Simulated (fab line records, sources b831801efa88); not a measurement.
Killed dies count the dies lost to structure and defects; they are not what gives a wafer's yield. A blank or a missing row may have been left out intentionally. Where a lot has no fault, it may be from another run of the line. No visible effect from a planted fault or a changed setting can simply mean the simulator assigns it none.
Which of the tools did it? + flow gf180mcu + 39 wafers from 13 lots sampled at 4 of the route's 602 steps

== WHAT EACH GAUGE READ, for each wafer ==
GF_V4_THK_MEAS_25: measures by xrf. Usual: V4_W_THK 349 nm, standard deviation 6.5.
| lot  | measured     | on            | V4_W_THK (nm) | flag |
|------|--------------|---------------|---------------|------|
| L892 | day 25 00:58 | film_metro-02 | 351 363 362   |      |
| L894 | day 25 17:46 | film_metro-01 | 350 352 347   |      |
| L895 | day 26 01:15 | film_metro-04 | 345 355 344   |      |
| L897 | day 26 18:07 | film_metro-04 | 345 341 345   |      |
| L898 | day 26 23:37 | film_metro-02 | 353 351 357   |      |
| L899 | day 27 03:40 | film_metro-04 | 344 346 346   |      |
| L900 | day 27 13:13 | film_metro-04 | 341 345 344   |      |
| L903 | day 28 08:26 | film_metro-02 | 342 351 347   |      |
| L904 | day 28 22:13 | film_metro-02 | 348 351 350   |      |
| L907 | day 29 16:50 | film_metro-02 | 355 358 357   |      |
| L908 | day 29 19:21 | film_metro-02 | 356 362 358   |      |
| L911 | day 30 20:03 | film_metro-02 | 349 357 355   |      |
| L913 | day 31 01:31 | film_metro-04 | 349 349 349   |      |

GF_M5_CD_MEAS_07 targets a cd of 280 nm. Usual: cd_nm at 279.8 nm, with a standard deviation of 1.3.
| lot  | measured     | on        | cd_nm (nm)        | flag |
|------|--------------|-----------|-------------------|------|
| L892 | day 26 19:48 | cd_sem-01 | 280.6 280.3 279.7 |      |
| L894 | day 27 12:58 | cd_sem-02 | 277.6 278.3 278.8 |      |
| L895 | day 27 18:39 | cd_sem-01 | 281.8 282.1 281.3 |      |
| L897 | day 28 12:14 | cd_sem-01 | 278.1 277.3 277.4 |      |
| L898 | day 28 16:28 | cd_sem-02 | 278.3 278.7 278.7 |      |
| L899 | day 28 21:05 | cd_sem-02 | 282.5 282.1 281.5 |      |
| L900 | day 29 04:56 | cd_sem-01 | 281.9 281.0 282.1 |      |
| L903 | day 29 23:33 | cd_sem-02 | 279.1 278.9 278.9 |      |
| L904 | day 30 13:14 | cd_sem-02 | 280.0 279.8 279.2 |      |
| L907 | day 31 06:50 | cd_sem-01 | 280.5 275.2 277.8 |      |
| L908 | day 31 08:05 | cd_sem-01 | 282.1 275.7 276.3 |      |
| L911 | day 32 07:34 | cd_sem-02 | 280.0 280.3 280.4 |      |
| L913 | day 32 12:49 | cd_sem-01 | 279.3 280.2 278.8 |      |

GF_M5_OVL_MEAS_08. Usual: M5_OVL -1 nm, standard deviation 5.3.
| lot  | measured     | on         | M5_OVL (nm) | flag |
|------|--------------|------------|-------------|------|
| L892 | day 26 19:53 | overlay-01 | -7 1 -1     |      |
| L894 | day 27 13:05 | overlay-02 | 6 11 5      |      |
| L895 | day 27 18:46 | overlay-01 | 2 1 0       |      |
| L897 | day 28 12:20 | overlay-01 | -18 -4 -8   |      |
| L898 | day 28 16:35 | overlay-01 | 6 -2 1      |      |
| L899 | day 28 21:11 | overlay-01 | -3 3 -1     |      |
| L900 | day 29 05:02 | overlay-01 | 6 11 2      |      |
| L903 | day 29 23:40 | overlay-01 | -10 -1 -6   |      |
| L904 | day 30 13:20 | overlay-02 | -11 1 -5    |      |
| L907 | day 31 06:56 | overlay-01 | 3 1 2       |      |
| L908 | day 31 08:11 | overlay-01 | -12 -4 -7   |      |
| L911 | day 32 07:41 | overlay-01 | 4 -7 0      |      |
| L913 | day 32 12:56 | overlay-02 | -7 -5 -4    |      |

== WHAT TOOL EACH LOT RAN ON (gives the tool, then ch and the chambers of the sampled wafers, and finally the start) ==
| lot  | GF_M5_PEB_05                      |
|------|-----------------------------------|
| L892 | litho_track-01 ch 0, day 26 19:29 |
| L894 | litho_track-01 ch 0, day 27 12:37 |
| L895 | litho_track-02 ch 0, day 27 18:18 |
| L897 | litho_track-01 ch 0, day 28 11:54 |
| L898 | litho_track-04 ch 0, day 28 16:07 |
| L899 | litho_track-01 ch 0, day 28 20:44 |
| L900 | litho_track-01 ch 0, day 29 04:35 |
| L903 | litho_track-02 ch 0, day 29 23:12 |
| L904 | litho_track-02 ch 0, day 30 12:55 |
| L907 | litho_track-01 ch 0, day 31 06:29 |
| L908 | litho_track-01 ch 0, day 31 07:44 |
| L911 | litho_track-04 ch 0, day 32 07:13 |
| L913 | litho_track-04 ch 0, day 32 12:28 |
- GF_M5_PEB_05: peb time 90 s.

== WHAT THE TOOLS THEMSELVES READ (means of the sampled wafers that have a number; where no wafer has one, the mark that the record gives instead) ==
The record holds no such reading with a usual standard deviation.

== THE ANSWER, worked out from the rows above alone ==
Rule: lot off if the mean of its wafers having a number is beyond 3 standard deviations from the usual mean. Also off: a lot with no number at a reading for which 4 or more lots have one. Any other lot the step has rows for is counted as sound. First the gauges in route order, then the tools' own readings, where a lot's mean is used as printed above. At the first step where some lot is off, the reading lying furthest off is the one used; lots without a number count as furthest.
Nothing can be told from this: no lot is off at any reading shown.

== WHAT WAS PUT IN BY THE SIMULATOR ==
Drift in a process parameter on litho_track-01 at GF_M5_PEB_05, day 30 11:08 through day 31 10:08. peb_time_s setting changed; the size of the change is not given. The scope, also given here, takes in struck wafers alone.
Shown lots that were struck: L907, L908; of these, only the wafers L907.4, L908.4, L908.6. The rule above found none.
